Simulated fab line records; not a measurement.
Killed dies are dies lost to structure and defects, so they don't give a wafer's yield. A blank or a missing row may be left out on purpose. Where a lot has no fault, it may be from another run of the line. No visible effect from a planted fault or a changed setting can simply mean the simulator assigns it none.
fab line records	flow sky130
[record] lots = 5	wafers = 15	lastDay = 49
route steps=708 shown CONTACT@426 METAL1@434 PAD_OPEN@708
lots that met no fault: from a run of the same line without faults
startH: the number of hours between the record's first day and the start of the first shown wafer of the lot	waitH: hours from the lot's prior step to this one	" repeats the value in the row above	L1.1+2: a single row standing in for several wafers	- value missing, or start not given	* or withheld: withheld	< > ~ a bound
route shown NAME@n: NAME is a module with steps in the file, n the number in the route of the first one	usual: the fault-free wafers' mean and standard deviation	same: alike in all rows	chamber/n: place in a boat	sites: each site's reading	_std_site: standard deviation of those values	_edge_site: mean of outer sites minus mean of inner sites	radiusMm: how far each site lies from the wafer's centre	mask NAME#n: copy n	behind: the last tool/chamber to shape the wafer	hold: why the lot was held/for how many hours/how that ended	device: which transistor (n, p or np) failed to switch	end of line: tests of these same wafers at the route's end	where a step has no rows: the recipe by itself	killed: dies lost to structure and defects at the first sort, not the wafer's yield	map: the dies of a wafer, with x for killed, . for not killed, _ for no die there
set.NAME: the setting that was run; set.NAME@STEP: the one run at that earlier step	model.NAME: the simulator's own value behind a step, which no gauge read
lots at some steps of the route; a table a step, a row a wafer
services: when a tool's chamber went out of use (startH, in hours from the record's first day, below 0 if earlier), for how many hours, and the reason
[[steps]]
[step SKY_CONTACT_STRIP_20]
[recipe] chemistry = postEtchResidueRemover	timeS = 1200	tempC = 72.5
[step SKY_CONTACT_CLEAN_21]
[recipe] chemistry = IPA	timeS = 180	tempC = 25
[step SKY_CONTACT_CLEAN_22]
[recipe] chemistry = O3/DIW	dry = n2Spin
[step SKY_CONTACT_SPUTTER_23]
[recipe] material = TiN	targetThkNm = 20	chamberPressurePa = 5	powerW = 4000	timeS = 80
[step SKY_CONTACT_CVD_24]
[recipe] material = W	targetThkNm = 340	timeS = 102.12	tempC = 400	pressureTorr = 40
[usual] heaterPowerW = 866/88
lot.wafer	tool	chamber	startH	waitH	heaterPowerW
L165.1	cvdW-02	1	739.97	0.0	834
L165.4	"	1	"	"	839
L165.5	"	1	"	"	846
L170.2	cvdW-01	1	794.43	0.0	1018
L170.3	"	1	"	"	1036
L170.6	"	1	"	"	1027
L174.3	cvdW-01	1	816.60	0.1	1061
L174.4	"	0	"	"	832
L174.6	"	1	"	"	1081
L180.1	cvdW-02	1	860.88	0.0	858
L180.2	"	0	"	"	815
L180.5	"	0	"	"	817
L185.1	cvdW-02	1	895.18	0.0	865
L185.2	"	0	"	"	829
L185.4	"	0	"	"	818
[step SKY_CONTACT_RS_MEAS_25]
[recipe] thkMeasGauge = four-point-probe	reads = W_of_CONTACT_CVD_24+TiN_of_CONTACT_SPUTTER_23
[usual] CONTACT_W_RS = 0.3371/0.003
lot.wafer	tool	chamber	startH	waitH	CONTACT_W_RS[ohm/sq]
L165.1	filmMetro-01	-	740.08	0.1	0.3409
L165.4	"	-	"	"	0.3347
L165.5	"	-	"	"	0.3363
L170.2	filmMetro-04	-	794.56	0.1	0.3369
L170.3	"	-	"	"	0.3374
L170.6	"	-	"	"	0.3329
L174.3	filmMetro-01	-	816.71	0.1	0.3356
L174.4	"	-	"	"	0.3380
L174.6	"	-	"	"	0.3331
L180.1	filmMetro-04	-	860.99	0.1	0.3408
L180.2	"	-	"	"	0.3349
L180.5	"	-	"	"	0.3353
L185.1	filmMetro-04	-	895.29	0.1	0.3363
L185.2	"	-	"	"	0.3377
L185.4	"	-	"	"	0.3390
[step SKY_CONTACT_THK_MEAS_26]
[recipe] thkMeasGauge = xrf	reads = W_of_CONTACT_CVD_24
[usual] CONTACT_W_THK = 338/5
lot.wafer	tool	chamber	startH	waitH	CONTACT_W_THK[nm]
L165.1	filmMetro-01	-	740.20	0.1	336
L165.4	"	-	"	"	343
L165.5	"	-	"	"	338
L170.2	filmMetro-04	-	794.67	0.1	341
L170.3	"	-	"	"	338
L170.6	"	-	"	"	344
L174.3	filmMetro-01	-	816.81	0.1	341
L174.4	"	-	"	"	341
L174.6	"	-	"	"	344
L180.1	filmMetro-04	-	861.11	0.1	337
L180.2	"	-	"	"	342
L180.5	"	-	"	"	342
L185.1	filmMetro-04	-	895.41	0.1	342
L185.2	"	-	"	"	340
L185.4	"	-	"	"	341
[step SKY_CONTACT_CMP_27]
[recipe] stopOn = SiO2	tOverpolishS = 15	downForcePsi = 3.5	platenRpm = 60	targetThkNm = 0	padVelocityMS = 0.94248
[step SKY_METAL1_SPUTTER_00]
[recipe] material = Ti	targetThkNm = 15	powerW = 3000	timeS = 10	chamberPressurePa = 0.4
[step SKY_METAL1_SPUTTER_01]
[recipe] material = TiN	targetThkNm = 20	powerW = 6500	timeS = 16.7	chamberPressurePa = 0.4
[step SKY_METAL1_SPUTTER_02]
[recipe] material = AlCu	targetThkNm = 250	powerW = 10600	timeS = 13.3	chamberPressurePa = 0.3847
[usual] chamberPressurePa = 0.3846/0.00079	throttleValvePct = 29.9/0.97
lot.wafer	tool	chamber	startH	waitH	chamberPressurePa	throttleValvePct
L165.1	pvdSputter-04	-	740.61	0.0	0.3836	30.5
L165.4	"	-	"	"	0.3851	31.2
L165.5	"	-	"	"	0.3850	31.0
L170.2	pvdSputter-03	-	795.07	0.0	0.3836	29.5
L170.3	"	-	"	"	0.3850	30.8
L170.6	"	-	"	"	0.3844	30.4
L174.3	pvdSputter-03	-	817.20	0.0	0.3847	30.8
L174.4	"	-	"	"	0.3833	29.8
L174.6	"	-	"	"	0.3838	29.3
L180.1	pvdSputter-04	-	861.52	0.0	0.3833	28.4
L180.2	"	-	"	"	0.3841	30.4
L180.5	"	-	"	"	0.3841	30.4
L185.1	pvdSputter-03	-	895.82	0.0	0.3850	31.0
L185.2	"	-	"	"	0.3849	29.2
L185.4	"	-	"	"	0.3853	29.7
[step SKY_METAL1_SPUTTER_03]
[recipe] material = Ti	targetThkNm = 5	powerW = 3000	timeS = 3.3	chamberPressurePa = 0.4
[usual] chamberPressurePa = 0.4000/0.00085	throttleValvePct = 29.9/0.96
lot.wafer	tool	chamber	startH	waitH	chamberPressurePa	throttleValvePct
L165.1	pvdSputter-04	-	740.64	0.0	0.4019	29.9
L165.4	"	-	"	"	0.3998	30.8
L165.5	"	-	"	"	0.4011	30.9
L170.2	pvdSputter-03	-	795.09	0.0	0.4011	29.4
L170.3	"	-	"	"	0.3997	31.3
L170.6	"	-	"	"	0.4006	30.9
L174.3	pvdSputter-03	-	817.22	0.0	0.3996	31.2
L174.4	"	-	"	"	0.4005	29.6
L174.6	"	-	"	"	0.3981	29.2
L180.1	pvdSputter-04	-	861.55	0.0	0.3991	28.2
L180.2	"	-	"	"	0.4003	30.1
L180.5	"	-	"	"	0.4002	29.9
L185.1	pvdSputter-03	-	895.84	0.0	0.3986	30.8
L185.2	"	-	"	"	0.4007	29.0
L185.4	"	-	"	"	0.4005	29.8
[step SKY_METAL1_SPUTTER_04]
[recipe] material = TiN	targetThkNm = 70	powerW = 6500	timeS = 58.3	chamberPressurePa = 0.4
[usual] chamberPressurePa = 0.4000/0.00083	throttleValvePct = 29.9/0.98
lot.wafer	tool	chamber	startH	waitH	chamberPressurePa	throttleValvePct	model.TiN_of_METAL1_SPUTTER_04.thkNm
L165.1	pvdSputter-04	-	740.65	0.0	0.4002	30.2	69.94
L165.4	"	-	"	"	0.4004	31.0	69.68
L165.5	"	-	"	"	0.4002	31.1	69.59
L170.2	pvdSputter-03	-	795.11	0.0	0.4002	29.1	68.6
L170.3	"	-	"	"	0.4012	31.0	69.5
L170.6	"	-	"	"	0.4012	31.0	69.26
L174.3	pvdSputter-03	-	817.24	0.0	0.3988	30.9	53.49
L174.4	"	-	"	"	0.3992	29.4	69.87
L174.6	"	-	"	"	0.3984	29.2	70.09
L180.1	pvdSputter-04	-	861.57	0.0	0.4020	28.1	71.14
L180.2	"	-	"	"	0.4003	30.1	72.08
L180.5	"	-	"	"	0.4009	30.1	71.93
L185.1	pvdSputter-03	-	895.86	0.0	0.3994	31.0	69.68
L185.2	"	-	"	"	0.4003	29.2	70.44
L185.4	"	-	"	"	0.3999	29.4	69.51
[step SKY_METAL1_RS_MEAS_05]
[recipe] thkMeasGauge = four-point-probe	reads = TiN_of_METAL1_SPUTTER_04+Ti_of_METAL1_SPUTTER_03+AlCu_of_METAL1_SPUTTER_02+TiN_of_METAL1_SPUTTER_01+Ti_of_METAL1_SPUTTER_00
[usual] METAL1_ALCU_RS = 0.1252/0.0011
lot.wafer	tool	chamber	startH	waitH	METAL1_ALCU_RS[ohm/sq]
L165.1	filmMetro-03	-	740.70	0.0	0.1236
L165.4	"	-	"	"	0.1223
L165.5	"	-	"	"	0.1233
L170.2	filmMetro-02	-	795.18	0.0	0.1225
L170.3	"	-	"	"	0.1240
L170.6	"	-	"	"	0.1240
L174.3	filmMetro-03	-	817.34	0.1	0.1265
L174.4	"	-	"	"	0.1268
L174.6	"	-	"	"	0.1267
L180.1	filmMetro-03	-	861.61	0.0	0.1267
L180.2	"	-	"	"	0.1268
L180.5	"	-	"	"	0.1276
L185.1	filmMetro-03	-	895.91	0.0	0.1245
L185.2	"	-	"	"	0.1249
L185.4	"	-	"	"	0.1239
[step SKY_METAL1_THK_MEAS_06]
[recipe] thkMeasGauge = xrf	reads = AlCu_of_METAL1_SPUTTER_02
[usual] METAL1_ALCU_THK = 250.2/2.6
lot.wafer	tool	chamber	startH	waitH	METAL1_ALCU_THK[nm]
L165.1	filmMetro-03	-	740.82	0.1	254.0
L165.4	"	-	"	"	254.7
L165.5	"	-	"	"	254.4
L170.2	filmMetro-02	-	795.29	0.1	254.7
L170.3	"	-	"	"	252.7
L170.6	"	-	"	"	250.9
L174.3	filmMetro-03	-	817.44	0.1	256.3
L174.4	"	-	"	"	248.8
L174.6	"	-	"	"	246.3
L180.1	filmMetro-03	-	861.73	0.1	249.5
L180.2	"	-	"	"	243.6
L180.5	"	-	"	"	243.8
L185.1	filmMetro-03	-	896.03	0.1	253.4
L185.2	"	-	"	"	251.9
L185.4	"	-	"	"	251.8
[step SKY_METAL1_DEHYDRATE_07]
[recipe] tempC = 200	timeS = 60
[step SKY_METAL1_HMDS_08]
[recipe] primeTimeS = 60	primeTempC = 120
[step SKY_METAL1_COAT_09]
[recipe] resist = BARC	tempC = withheld	timeS = withheld	spinRpm = 3000	resistThkNm = 60
[step SKY_METAL1_COAT_10]
[recipe] resist = KrF-thick	spinRpm = 3000	resistThkNm = 450
[step SKY_METAL1_SOFTBAKE_11]
[recipe] tempC = 100	timeS = 90	resist = KrF-thick
[step SKY_METAL1_EXPOSE_12]
[recipe] maskId = MM1	na = 0.8	sourceShape = annular	sigmaInner = 0.55	sigmaOuter = 0.85	targetCdNm = 140	doseMj = 28
[step SKY_METAL1_PEB_13]
[recipe] pebTempC = withheld	pebTimeS = withheld	resist = KrF-thick
[step SKY_METAL1_DEVELOP_14]
[recipe] developTimeS = 60	resist = KrF-thick	devTempC = 21
[step SKY_METAL1_CD_MEAS_15]
[recipe] targetCdNm = 140
[usual] cdNm = 139.8/1.7
lot.wafer	tool	chamber	startH	waitH	cdNm
L165.1	cdSem-02	-	768.04	-	141.3
L165.4	"	-	"	"	141.8
L165.5	"	-	"	"	141.7
L170.2	cdSem-02	-	821.49	-	140.4
L170.3	"	-	"	"	140.3
L170.6	"	-	"	"	140.2
L174.3	cdSem-02	-	844.11	-	137.6
L174.4	"	-	"	"	136.4
L174.6	"	-	"	"	135.8
L180.1	cdSem-01	-	887.17	-	141.4
L180.2	"	-	"	"	141.0
L180.5	"	-	"	"	140.8
L185.1	cdSem-01	-	921.32	-	139.5
L185.2	"	-	"	"	139.9
L185.4	"	-	"	"	141.1
[step SKY_METAL1_OVL_MEAS_16]
[usual] METAL1_OVL = -1/4.5
lot.wafer	tool	chamber	startH	waitH	METAL1_OVL[nm]
L165.1	overlay-01	-	768.16	0.1	4
L165.4	"	-	"	"	2
L165.5	"	-	"	"	3
L170.2	overlay-02	-	821.60	0.1	-9
L170.3	"	-	"	"	3
L170.6	"	-	"	"	-3
L174.3	overlay-01	-	844.20	0.1	-2
L174.4	"	-	"	"	2
L174.6	"	-	"	"	1
L180.1	overlay-02	-	887.29	0.1	-9
L180.2	"	-	"	"	-2
L180.5	"	-	"	"	-2
L185.1	overlay-01	-	921.44	0.1	-14
L185.2	"	-	"	"	-10
L185.4	"	-	"	"	-10
[step SKY_METAL1_DESCUM_17]
[recipe] chemistry = O2	sourcePowerW = 150	biasPowerW = 0	pressureMtorr = 10	tempC = 40	timeS = 8
[step SKY_METAL1_ETCH_18]
[recipe] chemistry = N2/H2	target = BARC	ionEnergyEv = 200	biasW = 100	pressureMtorr = 30	n2FlowSccm = 100	h2FlowSccm = 200	icpW = 500	stopOn = SiO2	timeS = 45.9	targetDepthA = 600
[step SKY_METAL1_METAL_ETCH_19]
[recipe] targetDepthA = 3600	stopOn = SiO2	overEtchFrac = 0.3	timeS = 78	chemistry = Cl2/BCl3	resistSidewallDeg = 88	pressureMtorr = 10	icpW = 900	biasW = 48.5	Cl2_flow_sccm = 60	bcl3FlowSccm = 30
[usual] drypumpMotorCurrentA = 5.6/0.53	oesProductAu = 0.857/0.006	throttleValvePct = 22.264/0.0086
lot.wafer	tool	chamber	startH	waitH	drypumpMotorCurrentA	oesProductAu	rfHoursCounterH	throttleValvePct
L165.1	rieMetal-02	0	768.29	0.0	5.9	0.867	1	22.278
L165.4	"	0	"	"	5.9	0.837	-	22.284
L165.5	"	1	"	"	6.0	0.867	-	22.248
L170.2	rieMetal-04	0	821.75	0.1	6.5	0.860	11	22.254
L170.3	"	1	"	"	4.7	0.858	-	22.274
L170.6	"	1	"	"	4.7	0.857	-	22.270
L174.3	rieMetal-03	0	844.35	0.1	5.8	0.858	-	22.278
L174.4	"	1	"	"	5.1	0.854	-	22.268
L174.6	"	0	"	"	5.8	0.848	-	22.259
L180.1	rieMetal-03	1	887.42	0.0	5.1	0.852	14	22.256
L180.2	"	0	"	"	5.8	0.851	5	22.252
L180.5	"	0	"	"	5.8	0.859	-	22.269
L185.1	rieMetal-03	0	921.57	0.0	5.8	0.865	6	22.249
L185.2	"	1	"	"	5.1	0.854	16	22.264
L185.4	"	0	"	"	5.8	0.861	-	22.269
[step SKY_METAL1_STRIP_20]
[recipe] chemistry = O2/N2	powerW = 1400	pressureMtorr = 1500	platenTempC = withheld	o2FlowSccm = 3000	n2FlowSccm = 300	overashFraction = 0.5
[usual] drypumpMotorCurrentA = 5.5/0.43	n2FlowSccm = 300.0/0.98	oesProductAu = 0.342/0.005	stripTimeToEndpointS = 2.70/0.032
lot.wafer	tool	chamber	startH	waitH	drypumpMotorCurrentA	n2FlowSccm	oesProductAu	rfHoursCounterH	stripTimeToEndpointS
L165.1	plasmaAsher-02	0	768.38	0.1	5.6	300.0	0.343	66	2.72
L165.4	"	0	"	"	5.7	299.8	0.338	-	2.71
L165.5	"	1	"	"	5.3	300.4	0.358	-	2.69
L170.2	plasmaAsher-04	0	821.87	0.1	6.0	301.8	0.346	9	2.74
L170.3	"	1	"	"	4.9	299.0	0.344	-	2.73
L170.6	"	1	"	"	4.9	300.2	0.340	-	2.72
L174.3	plasmaAsher-02	1	844.45	0.1	5.3	298.8	0.341	-	2.72
L174.4	"	0	"	"	5.6	298.7	0.341	-	2.66
L174.6	"	1	"	"	5.3	298.9	0.345	-	2.69
L180.1	plasmaAsher-02	0	887.51	0.1	5.7	299.7	0.345	79	2.70
L180.2	"	1	"	"	5.4	301.1	0.344	79	2.68
L180.5	"	1	"	"	5.4	299.7	0.343	-	2.66
L185.1	plasmaAsher-02	0	921.66	0.1	5.7	299.0	0.342	82	2.70
L185.2	"	1	"	"	5.3	298.2	0.347	82	2.74
L185.4	"	0	"	"	5.7	301.3	0.350	-	2.74
[step SKY_METAL1_STRIP_21]
[recipe] chemistry = postEtchResidueRemover	timeS = 1200	tempC = 72.5
lot.wafer	tool	chamber	startH	waitH	model.TiN_of_METAL1_SPUTTER_04.thkNm
L165.1	wetBench-02	3	768.48	0.1	69.52
L165.4	"	3	"	"	69.26
L165.5	"	3	"	"	69.17
L170.2	wetBench-04	2	821.97	0.1	68.19
L170.3	"	2	"	"	69.08
L170.6	"	2	"	"	68.84
L174.3	wetBench-01	1	844.51	0.0	53.06
L174.4	"	1	"	"	69.45
L174.6	"	1	"	"	69.66
L180.1	wetBench-01	0	887.61	0.1	70.72
L180.2	"	0	"	"	71.66
L180.5	"	0	"	"	71.51
L185.1	wetBench-02	2	921.76	0.1	69.26
L185.2	"	2	"	"	70.02
L185.4	"	2	"	"	69.08
[step SKY_METAL1_CLEAN_22]
[recipe] chemistry = IPA	timeS = 180	tempC = 25
[step SKY_PAD_OPEN_PROBE_99]
[usual] defectLimitedYield = 82.4/2.2	killed_at_M0_to_M3 = 44/6.8	killed_at_M4_up = 3.1/1.9	killedAtContacts = 25/5.9	killedAtFrontEnd = 15/4.3	killedAtOther = 0.2/0.51	killedDies = 87/11	killedOpen = 47/7.9	killedShort = 39/6.4	sort_bin_3_pad_short = 0.9/0.44	sort_bin_5_function = 10.3/1.5	sort_bin_6_memory = 6.4/1.4	sortNPass = 405/11	sortYieldPct = 82.4/2.2
[same] grossDies = 492	killedAtBackSide = 0	sort_bin_4_leakage[%] = 0	sort_bin_8_speed[%] = 0
lot.wafer	tool	chamber	startH	waitH	defectLimitedYield[%]	killed_at_M0_to_M3	killed_at_M4_up	killedAtContacts	killedAtFrontEnd	killedAtOther	killedDies	killedOpen	killedShort	sort_bin_3_pad_short[%]	sort_bin_5_function[%]	sort_bin_6_memory[%]	sortNPass	sortYieldPct[%]
L165.1	prober-01	-	1077.23	0.1	83.5	39	2	29	11	0	81	49	32	0.4	9.6	6.5	411	83.5
L165.4	prober-01	-	1077.38	0.2	83.9	38	3	20	17	1	79	39	40	1.6	9.6	4.9	413	83.9
L165.5	prober-01	-	1077.43	0.2	84.8	47	1	19	7	1	75	41	34	0.2	8.9	6.1	417	84.8
L170.2	prober-02	-	1121.99	0.1	83.7	31	5	29	15	0	80	44	36	1.2	8.9	6.1	412	83.7
L170.3	prober-02	-	1122.04	0.2	81.1	43	2	35	13	0	93	51	42	1.0	10.4	7.5	399	81.1
L170.6	prober-02	-	1122.19	0.2	81.5	44	4	30	12	1	91	49	42	1.6	10.0	6.9	401	81.5
L174.3	prober-01	-	1134.63	0.2	80.1	47	1	31	19	0	98	50	48	0.8	10.6	8.5	394	80.1
L174.4	prober-01	-	1134.68	0.2	82.5	48	2	24	12	0	86	44	42	0.6	10.8	6.1	406	82.5
L174.6	prober-01	-	1134.78	0.2	84.8	35	4	24	12	0	75	41	34	0.2	9.1	5.9	417	84.8
L180.1	prober-01	-	1165.05	0.1	82.9	44	2	23	14	1	84	46	38	0.6	9.6	6.9	408	82.9
L180.2	prober-01	-	1165.10	0.1	82.5	48	3	26	9	0	86	52	34	0.6	9.8	7.1	406	82.5
L180.5	prober-01	-	1165.25	0.2	79.9	55	3	23	17	1	99	53	46	1.0	10.2	8.9	393	79.9
L185.1	prober-02	-	1187.77	0.1	80.5	49	6	17	24	0	96	49	47	1.0	11.8	6.7	396	80.5
L185.2	prober-02	-	1187.82	0.1	82.1	46	6	25	11	0	88	51	37	1.0	9.6	7.3	404	82.1
L185.4	prober-02	-	1187.92	0.2	78.5	48	1	38	19	0	106	67	39	1.4	11.2	8.9	386	78.5
// killed by level:class
L165.1 VIA1:geometricParticle:open=16 CONTACT:geometricParticle:open=10 VIA3:geometricParticle:open=9 CONTACT:geometricParticle:short=6 METAL2:geometricParticle:short=6 LI_CONTACT:geometricParticle:open=5 LOCAL_INTERCONNECT:geometricParticle:short=5 POLY_GATE:geometricParticle:open=4
L165.4 CONTACT:geometricParticle:open=8 VIA1:geometricParticle:open=7 POLY_GATE:geometricParticle:open=6 METAL1:geometricParticle:short=6 METAL2:geometricParticle:short=5 CONTACT:geometricParticle:short=5 VIA3:geometricParticle:open=5 VIA2:geometricParticle:open=5
L165.5 VIA1:geometricParticle:short=10 CONTACT:geometricParticle:open=9 VIA2:geometricParticle:open=8 VIA3:geometricParticle:open=7 VIA1:geometricParticle:open=5 METAL2:geometricParticle:short=5 METAL1:geometricParticle:short=4 FIELD_ISO:geometricParticle:open=3
L170.2 LI_CONTACT:geometricParticle:open=10 CONTACT:geometricParticle:short=8 VIA3:geometricParticle:open=8 METAL2:geometricParticle:short=7 CONTACT:geometricParticle:open=6 VIA1:geometricParticle:open=5 VIA2:geometricParticle:open=5 METAL4:geometricParticle:short=5
L170.3 CONTACT:geometricParticle:open=11 VIA1:geometricParticle:open=9 CONTACT:geometricParticle:short=8 LOCAL_INTERCONNECT:geometricParticle:short=7 METAL2:geometricParticle:short=7 LI_CONTACT:geometricParticle:open=6 VIA3:geometricParticle:open=6 POLY_GATE:geometricParticle:open=5
L170.6 LI_CONTACT:geometricParticle:open=11 VIA1:geometricParticle:open=9 VIA3:geometricParticle:open=8 LOCAL_INTERCONNECT:geometricParticle:short=7 CONTACT:geometricParticle:open=7 METAL1:geometricParticle:short=6 VIA2:geometricParticle:open=6 VIA1:geometricParticle:short=4
L174.3 CONTACT:geometricParticle:open=15 VIA1:geometricParticle:open=12 VIA3:geometricParticle:short=7 FIELD_ISO:geometricParticle:short=6 VIA1:geometricParticle:short=6 METAL1:geometricParticle:short=6 POLY_GATE:geometricParticle:open=5 LOCAL_INTERCONNECT:geometricParticle:open=5
L174.4 CONTACT:geometricParticle:open=11 VIA1:geometricParticle:open=11 METAL2:geometricParticle:short=10 VIA1:geometricParticle:short=7 VIA3:geometricParticle:open=6 LOCAL_INTERCONNECT:geometricParticle:short=5 LI_CONTACT:geometricParticle:open=4 METAL1:geometricParticle:short=4
L174.6 VIA1:geometricParticle:open=9 CONTACT:geometricParticle:open=7 METAL1:geometricParticle:short=6 VIA3:geometricParticle:open=6 LI_CONTACT:geometricParticle:open=5 FIELD_ISO:geometricParticle:short=4 LOCAL_INTERCONNECT:geometricParticle:short=4 CONTACT:geometricParticle:short=4
L180.1 VIA1:geometricParticle:open=10 CONTACT:geometricParticle:open=8 VIA3:geometricParticle:open=8 LOCAL_INTERCONNECT:geometricParticle:short=7 FIELD_ISO:geometricParticle:short=6 LI_CONTACT:geometricParticle:open=5 METAL2:geometricParticle:short=5 VIA2:geometricParticle:short=5
L180.2 VIA1:geometricParticle:open=14 LI_CONTACT:geometricParticle:open=8 VIA3:geometricParticle:open=8 VIA2:geometricParticle:open=7 LOCAL_INTERCONNECT:geometricParticle:short=6 CONTACT:geometricParticle:open=6 METAL2:geometricParticle:short=6 VIA1:geometricParticle:short=5
L180.5 VIA1:geometricParticle:open=11 CONTACT:geometricParticle:open=9 LI_CONTACT:geometricParticle:open=8 VIA1:geometricParticle:short=7 VIA2:geometricParticle:open=7 VIA3:geometricParticle:short=7 VIA3:geometricParticle:open=7 POLY_GATE:geometricParticle:short=6
L185.1 METAL2:geometricParticle:short=13 VIA1:geometricParticle:open=11 FIELD_ISO:geometricParticle:short=9 CONTACT:geometricParticle:open=8 VIA2:geometricParticle:open=6 VIA3:geometricParticle:open=6 METAL4:geometricParticle:short=6 CONTACT:geometricParticle:short=4
L185.2 VIA1:geometricParticle:open=15 CONTACT:geometricParticle:open=13 METAL2:geometricParticle:short=8 LI_CONTACT:geometricParticle:open=6 VIA2:geometricParticle:open=6 METAL1:geometricParticle:short=5 POLY_GATE:geometricParticle:short=4 METAL4:geometricParticle:short=4
L185.4 CONTACT:geometricParticle:open=17 VIA1:geometricParticle:open=14 FIELD_ISO:geometricParticle:open=9 VIA1:geometricParticle:short=8 METAL2:geometricParticle:short=8 LI_CONTACT:geometricParticle:open=7 CONTACT:geometricParticle:short=6 VIA3:geometricParticle:open=5
[[services]]
tool	chamber	startH	hours	kind
plasmaAsher-04	-	733.75	9.0	pm
cvdW-01	-	739.02	0.3	repair
pvdSputter-04	-	761.69	1.8	repair
rieMetal-04	-	767.65	2.8	pm
cvdW-01	1	769.54	10.9	repair
pvdSputter-04	1	771.75	-	consumableReplace:kit
pvdSputter-04	1	771.75	18.0	scheduledDown
pvdSputter-04	1	771.75	18.0	ventCycle
rieMetal-02	0	803.01	8.5	repair
rieMetal-03	0	817.35	3.8	repair
pvdSputter-04	-	838.04	3.4	repair
rieMetal-04	-	849.77	0.3	repair
cvdW-01	-	865.53	6.0	pm
cvdW-02	-	881.62	6.9	pm
rieMetal-02	1	883.77	1.2	repair
cvdW-01	-	889.56	6.9	pm
plasmaAsher-02	-	895.24	0.4	repair
cvdW-01	-	904.00	14.0	pm
cvdW-01	0	904.00	14.0	ventCycle
cvdW-01	1	904.00	14.0	ventCycle
cvdW-01	1	904.57	3.9	repair
rieMetal-04	-	917.49	1.2	repair
cvdW-01	0	918.00	-	clean
cvdW-01	1	918.00	-	clean
[[key]]
firstSign none at tools or gauges
[modelEffect] step = SKY_METAL1_SPUTTER_04	value = TiN_of_METAL1_SPUTTER_04.thkNm	without = 70.3	struck = 53.49
[modelEffect] step = SKY_METAL1_STRIP_21	value = TiN_of_METAL1_SPUTTER_04.thkNm	without = 69.88	struck = 53.06
metAt SKY_METAL1_SPUTTER_04
struckWafers L174.3
onsetBetween 795.11 817.24
[fault] kind = processParameterDrift	tool = pvdSputter-03	chamber = -	onsetH = 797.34	steps = SKY_METAL1_SPUTTER_04	channel = targetThkNm	offset = -16.816	shape = step	endH = 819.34	actsIn = theseRecipesOnly	stated = 70	scope = struckWafersOnly
